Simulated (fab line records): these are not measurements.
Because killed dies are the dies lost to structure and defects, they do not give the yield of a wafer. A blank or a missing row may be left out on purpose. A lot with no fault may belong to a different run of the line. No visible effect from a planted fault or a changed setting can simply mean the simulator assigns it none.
Which of the tools did it?	flow gf180mcu	Sampling: 24 lots, 72 wafers, 3 of 602 route steps

## WHAT EACH GAUGE READ, for each wafer
GF_V4_CD_MEAS_14 targets a cd of 260 nm.
lot	measured	on	cd-nm (nm)
L074	day 24 20:50	cd-sem-01	259.3 259.4 259.4
L075	day 25 02:23	cd-sem-02	260.9 259.5 260.7
L076	day 25 13:53	cd-sem-02	259.8 260.1 261.2
L077	day 26 03:44	cd-sem-01	260.7 260.9 261.0
L078	day 26 05:41	cd-sem-01	257.9 258.0 257.3
L079	day 26 11:01	cd-sem-01	259.8 260.7 259.8
L080	day 27 04:14	cd-sem-02	260.5 262.0 262.4
L081	day 27 08:50	cd-sem-02	261.2 261.8 260.8
L082	day 27 11:29	cd-sem-01	261.1 262.3 261.2
L083	day 27 19:40	cd-sem-02	259.2 258.3 258.6
L084	day 28 03:11	cd-sem-02	261.0 259.5 260.8
L085	day 28 09:39	cd-sem-02	260.2 260.9 260.6
L086	day 28 18:44	cd-sem-01	260.7 259.9 259.7
L087	day 29 03:37	cd-sem-02	259.3 259.6 258.9
L088	day 29 12:44	cd-sem-01	259.0 259.5 259.7
L089	day 29 16:34	cd-sem-02	259.1 258.3 259.0
L090	day 30 08:52	cd-sem-02	259.8 259.7 259.7
L091	day 30 08:17	cd-sem-02	258.3 258.7 259.7
L092	day 30 13:29	cd-sem-01	259.6 258.9 260.0
L093	day 30 20:56	cd-sem-02	259.0 259.7 259.1
L094	day 31 08:42	cd-sem-02	260.3 261.7 260.5
L095	day 31 06:28	cd-sem-01	260.5 259.2 261.6
L096	day 31 13:28	cd-sem-01	258.6 258.0 259.3
L097	day 32 00:20	cd-sem-01	258.8 258.1 257.1

GF_V4_THK_MEAS_25: measures by xrf.
lot	measured	on	V4_W_THK (nm)
L074	day 24 21:58	film-metro-04	336 341 339
L075	day 25 03:34	film-metro-04	330 340 336
L076	day 25 15:26	film-metro-04	341 330 328
L077	day 26 04:55	film-metro-04	339 340 330
L078	day 26 06:49	film-metro-02	338 326 340
L079	day 26 12:12	film-metro-02	342 347 349
L080	day 27 05:30	film-metro-04	341 338 336
L081	day 27 09:59	film-metro-02	343 346 343
L082	day 27 12:38	film-metro-04	341 338 342
L083	day 27 20:52	film-metro-02	330 340 333
L084	day 28 04:20	film-metro-02	354 352 355
L085	day 28 10:48	film-metro-02	350 352 356
L086	day 28 19:52	film-metro-02	338 336 340
L087	day 29 04:47	film-metro-04	342 340 342
L088	day 29 13:55	film-metro-04	328 332 329
L089	day 29 17:44	film-metro-02	332 331 334
L090	day 30 10:00	film-metro-02	337 335 342
L091	day 30 09:25	film-metro-02	335 342 337
L092	day 30 14:38	film-metro-02	349 348 350
L093	day 30 22:11	film-metro-02	340 338 342
L094	day 31 09:50	film-metro-02	331 338 340
L095	day 31 07:36	film-metro-02	354 349 348
L096	day 31 14:36	film-metro-04	336 335 331
L097	day 32 01:31	film-metro-04	331 332 329

## WHICH TOOL RAN EACH LOT (tool, then ch and the chambers of the sampled wafers, then the start)
lot	GF_NWELL_STRIP_10
L074	plasma-asher-03 ch 0, day 3 08:17
L075	plasma-asher-04 ch 0, day 3 14:04
L076	plasma-asher-03 ch 0,1, day 3 21:59
L077	plasma-asher-03 ch 0,1, day 4 04:38
L078	plasma-asher-01 ch 0, day 4 07:35
L079	plasma-asher-04 ch 0,1, day 4 10:22
L080	plasma-asher-03 ch 0,1, day 4 20:28
L081	plasma-asher-04 ch 0,1, day 4 22:58
L082	plasma-asher-01 ch 0,1, day 5 02:49
L083	plasma-asher-01 ch 0,1, day 5 08:24
L084	plasma-asher-03 ch 0,1, day 5 15:08
L085	plasma-asher-01 ch 0,1, day 5 20:13
L086	plasma-asher-03 ch 0,1, day 6 04:25
L087	plasma-asher-04 ch 0,1, day 6 08:48
L088	plasma-asher-03 ch 0,1, day 6 15:01
L089	plasma-asher-03 ch 0,1, day 6 19:40
L090	plasma-asher-03 ch 0,1, day 7 01:18
L091	plasma-asher-01 ch 0,1, day 7 05:25
L092	plasma-asher-01 ch 0,1, day 7 10:10
L093	plasma-asher-01 ch 0,1, day 7 17:01
L094	plasma-asher-04 ch 0,1, day 7 22:44
L095	plasma-asher-01 ch 0,1, day 8 03:25
L096	plasma-asher-01 ch 0,1, day 8 11:16
L097	plasma-asher-03 ch 0,1, day 8 14:23
- GF_NWELL_STRIP_10: strips in O2/N2.

## WHAT THE TOOLS THEMSELVES READ (means of the sampled wafers that have a number; where no wafer has one, the mark that the record gives instead)
GF_NWELL_STRIP_10.
lot	tool	drypump-motor-current-A (A)	heater-power-w (W)	oes-product-au (a.u.)	strip-time-to-endpoint-s (s)
L074	plasma-asher-03	5.1	307	0.722	36.92
L075	plasma-asher-04	5.3	356	0.722	37.01
L076	plasma-asher-03	5.4	312	0.722	37.06
L077	plasma-asher-03	5.3	314	0.720	36.88
L078	plasma-asher-01	5.7	309	0.720	36.94
L079	plasma-asher-04	5.6	343	0.725	36.98
L080	plasma-asher-03	5.4	307	0.719	36.76
L081	plasma-asher-04	5.6	340	0.723	36.87
L082	plasma-asher-01	5.7	319	0.718	36.88
L083	plasma-asher-01	5.7	316	0.723	37.03
L084	plasma-asher-03	5.3	309	0.718	36.87
L085	plasma-asher-01	5.7	322	0.722	36.97
L086	plasma-asher-03	5.3	307	0.725	37.03
L087	plasma-asher-04	5.6	338	0.727	36.81
L088	plasma-asher-03	5.3	309	0.721	36.90
L089	plasma-asher-03	5.4	305	0.720	37.01
L090	plasma-asher-03	5.3	308	0.723	36.88
L091	plasma-asher-01	5.7	337	0.720	37.02
L092	plasma-asher-01	5.7	323	0.722	37.01
L093	plasma-asher-01	5.7	323	0.724	36.90
L094	plasma-asher-04	5.9	333	0.727	36.98
L095	plasma-asher-01	5.7	336	0.726	36.99
L096	plasma-asher-01	5.7	325	0.724	37.09
L097	plasma-asher-03	5.4	306	0.726	37.05

## THE ANSWER, worked out from the rows above alone
Rule: the usual values come from the lots themselves. Put in order of their means at a reading, lots are off if they are a third of the lots or fewer, leave a main group of 4 or more, and stand apart from it by a gap of 3 or more times the standard deviation of the main group's means; of several such gaps the widest counts. Not used: any main group whose means are identical at the precision the tables above print for the reading. A lot without any number at a reading at which 4 lots or more have one is off too. Where the step has rows for the other lots, those lots are counted as sound. Order of review: gauges by route order, followed by the tools' own readings, for which a lot's mean as printed above is used. The first step at which some lot is off is used, and at that step the reading that is off furthest; a lot without a number counts as furthest.
None of the lots is off at any reading shown; this tells nothing.

## WHAT THE SIMULATOR HAD PUT IN
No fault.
